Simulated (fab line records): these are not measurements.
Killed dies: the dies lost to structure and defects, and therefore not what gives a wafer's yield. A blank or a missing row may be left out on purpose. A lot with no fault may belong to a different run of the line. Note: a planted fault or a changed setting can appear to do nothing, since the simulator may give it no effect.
fab line records	flow sky130
record lots=13	wafers=39	last-day=50
route steps=708 shown LOCAL_INTERCONNECT@387 CONTACT@420
lots that met no fault: taken from a fault-free run of the same line
start-h: the number of hours between the record's first day and the start of the first shown wafer of the lot	wait-h: hours since the lot's step before	" unchanged from the row above	L1.1+2: a row that stands for several wafers	- value missing, or start not given	* or withheld: withheld	< > ~ a bound
route shown NAME@n: a module of which the file shows steps, and the number in the route of the first	usual: the fault-free wafers' mean and standard deviation	same: alike in all rows	chamber/n: place in a boat	sites: readings site by site	_std_site: the values' standard deviation	_edge_site: the outer-site mean with the inner-site mean subtracted	radius-mm: for every site, how far away it sits from the centre of the wafer	mask NAME#n: copy n	behind: the last tool/chamber to shape the wafer	hold: the reason the lot was held/the length of the hold in hours/how it ended	device: names the non-switching transistor (n, p or np)	end of line: the tests these same wafers got at the end of their route	a step given without rows: its recipe and nothing more	killed: not the wafer's yield, but the dies lost to structure and defects at the first sort	map: dies across one wafer; x = killed, . = not, _ = none there
set.NAME: setting as actually run; set.NAME@STEP: the setting as run at that earlier step	model.NAME: the simulator's own value behind a step, which no gauge read
steps of the route over a sample of lots; a table a step, a row a wafer
services: a tool's chamber out of use, with start hour (start-h, from the record's first day; less than 0 if before it), hours out, and reason
## steps
# step SKY_LOCAL_INTERCONNECT_SPUTTER_00
# recipe material=TiN	target-thk-nm=100	temp-c=300	power-w=6500	time-s=83.3	chamber-pressure-pa=0.4
# usual throttle-valve-pct=30.6/1.3
lot.wafer	tool	chamber	start-h	wait-h	throttle-valve-pct
L777.2	pvd-sputter-01	-	690.62	0.2	30.9
L777.3	"	-	"	"	31.8
L777.5	"	-	"	"	31.1
L778.1	pvd-sputter-02	-	693.66	0.1	26.9
L778.2	"	-	"	"	29.4
L778.3	"	-	"	"	29.5
L780.1	pvd-sputter-04	-	700.56	0.1	31.2
L780.4	"	-	"	"	31.6
L780.5	"	-	"	"	29.4
L783.2	pvd-sputter-04	-	727.03	0.1	29.6
L783.3	"	-	"	"	31.0
L783.5	"	-	"	"	31.3
L786.1	pvd-sputter-04	-	752.00	0.2	31.1
L786.2	"	-	"	"	29.5
L786.6	"	-	"	"	31.2
L787.1	pvd-sputter-01	-	765.10	0.1	30.7
L787.2	"	-	"	"	31.2
L787.4	"	-	"	"	31.2
L788.1	pvd-sputter-01	-	776.29	0.1	30.5
L788.2	"	-	"	"	31.2
L788.6	"	-	"	"	30.8
L791.1	pvd-sputter-01	-	791.09	0.1	30.7
L791.3	"	-	"	"	30.7
L791.6	"	-	"	"	31.9
L793.4	pvd-sputter-02	-	806.32	0.1	29.7
L793.5	"	-	"	"	26.9
L793.6	"	-	"	"	29.6
L795.2	pvd-sputter-04	-	823.94	0.2	31.8
L795.3	"	-	"	"	29.5
L795.5	"	-	"	"	29.4
L798.1	pvd-sputter-04	-	841.27	0.1	31.6
L798.3	"	-	"	"	29.4
L798.6	"	-	"	"	31.7
L799.1	pvd-sputter-01	-	843.92	0.1	31.4
L799.3	"	-	"	"	31.9
L799.5	"	-	"	"	30.7
L800.1	pvd-sputter-01	-	855.70	0.1	31.1
L800.2	"	-	"	"	30.5
L800.6	"	-	"	"	31.3
# step SKY_CONTACT_CD_MEAS_14
# recipe target-cd-nm=170
# usual cd-nm=170.2/1.5
lot.wafer	tool	chamber	start-h	wait-h	cd-nm
L777.2	cd-sem-01	-	747.05	-	169.1
L777.3	"	-	"	"	171.0
L777.5	"	-	"	"	169.7
L778.1	cd-sem-02	-	750.37	-	169.7
L778.2	"	-	"	"	168.3
L778.3	"	-	"	"	168.9
L780.1	cd-sem-02	-	757.57	-	169.4
L780.4	"	-	"	"	168.6
L780.5	"	-	"	"	169.6
L783.2	cd-sem-01	-	782.69	-	171.4
L783.3	"	-	"	"	171.9
L783.5	"	-	"	"	170.8
L786.1	cd-sem-01	-	807.37	-	172.3
L786.2	"	-	"	"	172.8
L786.6	"	-	"	"	173.1
L787.1	cd-sem-02	-	819.57	-	171.6
L787.2	"	-	"	"	171.0
L787.4	"	-	"	"	170.8
L788.1	cd-sem-01	-	830.02	-	172.4
L788.2	"	-	"	"	171.3
L788.6	"	-	"	"	171.0
L791.1	cd-sem-01	-	844.13	-	173.7
L791.3	"	-	"	"	172.3
L791.6	"	-	"	"	171.4
L793.4	cd-sem-02	-	860.91	-	170.6
L793.5	"	-	"	"	170.2
L793.6	"	-	"	"	170.8
L795.2	cd-sem-01	-	877.97	-	171.2
L795.3	"	-	"	"	169.0
L795.5	"	-	"	"	169.4
L798.1	cd-sem-01	-	895.08	-	171.6
L798.3	"	-	"	"	171.2
L798.6	"	-	"	"	171.2
L799.1	cd-sem-02	-	897.37	-	168.1
L799.3	"	-	"	"	168.9
L799.5	"	-	"	"	167.2
L800.1	cd-sem-02	-	908.22	-	171.3
L800.2	"	-	"	"	170.5
L800.6	"	-	"	"	171.9
# step SKY_CONTACT_ETCH_18
# recipe target=Si3N4	chemistry=CHF3/O2	stop-on=TiN	source-w=600	bias-w=200	pressure-mtorr=40	chf3-flow-sccm=50	O2_flow_sccm=5	time-s=39	target-depth-a=750
# usual bias-w=199.9/0.54	drypump-motor-current-A=5.7/0.57	oes-product-au=0.855/0.0083	throttle-valve-pct=8.794/0.0099
lot.wafer	tool	chamber	start-h	wait-h	bias-w	drypump-motor-current-A	oes-product-au	rf-hours-counter-h	throttle-valve-pct
L777.2	rie-diel-01	3	747	-	200.3	5.3	0.847	5	8.785
L777.3	"	0	"	"	200.2	6.5	0.843	9	8.803
L777.5	"	2	"	"	199.1	5.3	0.858	-	8.790
L778.1	rie-diel-02	2	750	-	199.9	6.3	0.847	3	8.796
L778.2	"	0	"	"	200.3	5.9	0.855	4	8.796
L778.3	"	1	"	"	200.3	6.0	0.865	5	8.796
L780.1	rie-diel-04	1	757	-	200.6	6.4	0.848	4	8.795
L780.4	"	3	"	"	200.1	6.1	0.856	22	8.783
L780.5	"	2	"	"	200.5	6.3	0.853	-	8.800
L783.2	rie-diel-02	1	782	-	199.5	6.0	0.861	6	8.789
L783.3	"	0	"	"	200.5	5.9	0.844	5	8.784
L783.5	"	3	"	"	199.0	6.2	0.852	-	8.823
L786.1	rie-diel-02	3	807	-	199.2	6.2	0.860	15	8.801
L786.2	"	0	"	"	199.1	5.9	0.864	6	8.795
L786.6	"	0	"	"	199.5	5.9	0.868	-	8.798
L787.1	rie-diel-02	0	819	-	200.8	5.8	0.851	6	8.805
L787.2	"	1	"	"	199.0	6.0	0.850	7	8.778
L787.4	"	3	"	"	200.1	6.1	0.852	15	8.779
L788.1	rie-diel-01	3	830	-	200.8	5.3	0.844	7	8.786
L788.2	"	2	"	"	201.0	5.3	0.838	18	8.790
L788.6	"	2	"	"	199.7	5.3	0.856	-	8.780
L791.1	rie-diel-02	3	844	-	193.0	6.2	0.847	16	8.781
L791.3	"	1	"	"	198.9	6.0	0.865	8	8.787
L791.6	"	3	"	"	191.8	6.2	0.871	-	8.793
L793.4	rie-diel-01	3	861	-	199.6	5.3	0.845	8	8.788
L793.5	"	2	"	"	200.0	5.3	0.848	-	8.796
L793.6	"	3	"	"	199.3	5.3	0.862	-	8.798
L795.2	rie-diel-01	3	878	-	199.9	5.3	0.851	8	8.801
L795.3	"	1	"	"	199.7	4.7	0.852	22	8.791
L795.5	"	2	"	"	200.5	5.3	0.856	-	8.794
L798.1	rie-diel-01	3	895	-	200.3	5.3	0.855	9	8.793
L798.3	"	0	"	"	200.9	6.5	0.866	14	8.794
L798.6	"	2	"	"	200.5	5.3	0.871	-	8.789
L799.1	rie-diel-02	3	897	-	200.1	6.2	0.846	18	8.805
L799.3	"	0	"	"	200.4	5.9	0.846	9	8.791
L799.5	"	3	"	"	199.7	6.2	0.854	-	8.777
L800.1	rie-diel-02	2	908	-	200.0	6.3	0.853	9	8.800
L800.2	"	3	"	"	198.9	6.2	0.852	19	8.780
L800.6	"	0	"	"	199.8	5.8	0.855	-	8.787
# step SKY_CONTACT_CMP_27
# recipe stop-on=SiO2	t-overpolish-s=15	down-force-psi=3.5	platen-rpm=60	target-thk-nm=0	pad-velocity-m-s=0.94248
# usual edge-zone-pressure-frac=1.001/0.0054	motor-current-A=10.6/0.98	overpolish-run-s=15.000/0.0092	time-to-endpoint-s=82/3.3
lot.wafer	tool	chamber	start-h	wait-h	edge-zone-pressure-frac	motor-current-A	overpolish-run-s	time-to-endpoint-s
L777.3	cmp-02	0	748.26	0.0	0.998	9.6	15.006	80
L777.2	"	1	"	"	1.002	11.2	14.997	81
L777.5	"	1	"	"	0.993	10.9	14.993	81
L778.3	cmp-02	2	751.60	0.0	0.998	11.3	15.000	85
L778.1	"	0	"	"	1.001	9.0	14.979	83
L778.2	"	1	"	"	0.996	10.8	14.995	83
L780.4	cmp-02	0	758.91	0.1	1.003	9.7	14.980	81
L780.1	"	1	"	"	0.987	10.6	15.019	82
L780.5	"	0	"	"	1.006	9.5	14.998	78
L783.3	cmp-02	3	784.07	0.1	1.002	10.6	14.992	83
L783.2	"	1	"	"	1.006	10.5	15.016	81
L783.5	"	3	"	"	0.999	10.4	14.998	81
L786.1	cmp-01	2	808.60	0.1	1.004	9.9	15.016	86
L786.2	"	3	"	"	0.993	11.8	15.009	82
L786.6	"	3	"	"	1.004	12.0	14.999	83
L787.1	cmp-02	3	820.84	0.1	0.998	10.1	15.013	82
L787.2	"	1	"	"	0.995	11.0	15.000	84
L787.4	"	2	"	"	1.001	11.1	15.006	87
L788.1	cmp-01	0	831.30	0.1	1.010	9.3	15.020	79
L788.2	"	2	"	"	0.998	10.3	15.007	86
L788.6	"	0	"	"	1.011	9.4	14.994	80
L791.3	cmp-02	2	845.43	0.1	1.003	11.1	15.009	78
L791.1	"	3	"	"	0.997	11.0	14.996	82
L791.6	"	1	"	"	1.008	10.0	15.009	73
L793.4	cmp-01	0	862.23	0.2	1.005	9.7	14.997	80
L793.6	"	1	"	"	1.008	11.3	15.008	85
L793.5	"	2	"	"	0.999	10.1	15.011	85
L795.3	cmp-01	0	879.23	0.1	0.999	9.6	15.009	84
L795.2	"	1	"	"	0.997	12.1	14.997	87
L795.5	"	3	"	"	0.998	12.5	15.006	81
L798.1	cmp-01	0	896.42	0.1	1.011	9.5	15.001	82
L798.3	"	1	"	"	1.001	11.5	15.006	89
L798.6	"	3	"	"	1.004	12.5	14.983	84
L799.1	cmp-01	2	898.74	0.1	1.006	10.0	15.012	84
L799.3	"	3	"	"	0.995	12.3	15.016	83
L799.5	"	1	"	"	0.999	11.8	15.001	89
L800.2	cmp-02	2	909.45	0.0	1.002	11.7	14.985	82
L800.1	"	3	"	"	1.003	10.3	14.999	86
L800.6	"	2	"	"	1.004	11.0	15.008	80
## services
tool	chamber	start-h	hours	kind
cmp-01	-	677.80	4.7	repair
rie-diel-01	3	707.12	5.3	repair
cmp-01	-	707.84	0.8	repair
pvd-sputter-02	-	717.61	0.6	repair
rie-diel-01	1	725.79	14.4	repair
rie-diel-02	3	750.44	2.4	repair
rie-diel-01	0	757.15	8.7	repair
rie-diel-02	3	759.89	5.4	repair
cmp-01	-	773.26	1.7	repair
cmp-02	-	784.68	4.0	pm
rie-diel-02	-	801.11	1.2	repair
cmp-02	-	802.37	3.8	repair
rie-diel-02	2	821.93	2.3	repair
cmp-01	-	822.94	3.6	pm
cmp-02	-	827.09	6.3	pm
cmp-01	-	831.97	3.4	repair
rie-diel-02	3	832.49	1.4	repair
pvd-sputter-01	-	835.41	3.3	repair
rie-diel-02	0	849.59	16.8	repair
cmp-01	-	854.05	3.3	pm
rie-diel-02	2	885.00	10.0	repair
pvd-sputter-04	-	886.14	12.2	repair
pvd-sputter-04	-	902.64	3.2	repair
pvd-sputter-01	-	908.89	2.0	repair
## key
first-sign step=SKY_CONTACT_ETCH_18	reading=bias-w	direction=down	sigmas=14	usual=199.9	struck=192.4
effect none on later readings
met-at SKY_CONTACT_ETCH_18
struck-lots L791
struck-wafers L791.1,L791.6
tester-left-out L791
not-acting-at SKY_LOCAL_INTERCONNECT_SPUTTER_00,SKY_CONTACT_CD_MEAS_14,SKY_CONTACT_CMP_27
onset-between 819 844
fault kind=process-parameter-drift	tool=rie-diel-02	chamber=3	onset-h=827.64	steps=SKY_CONTACT_ETCH_18	channel=bias-w	offset=-7.1834	shape=step	end-h=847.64	acts-in=these-recipes-only	stated=200
# tester-left-out: of these lots the tester's yield and bins aren't shown, on N5 and GAA mostly nor the transistor test; their killed dies are dies lost to structure and defects alone, not to doping, threshold or leakage, so they don't give the yield
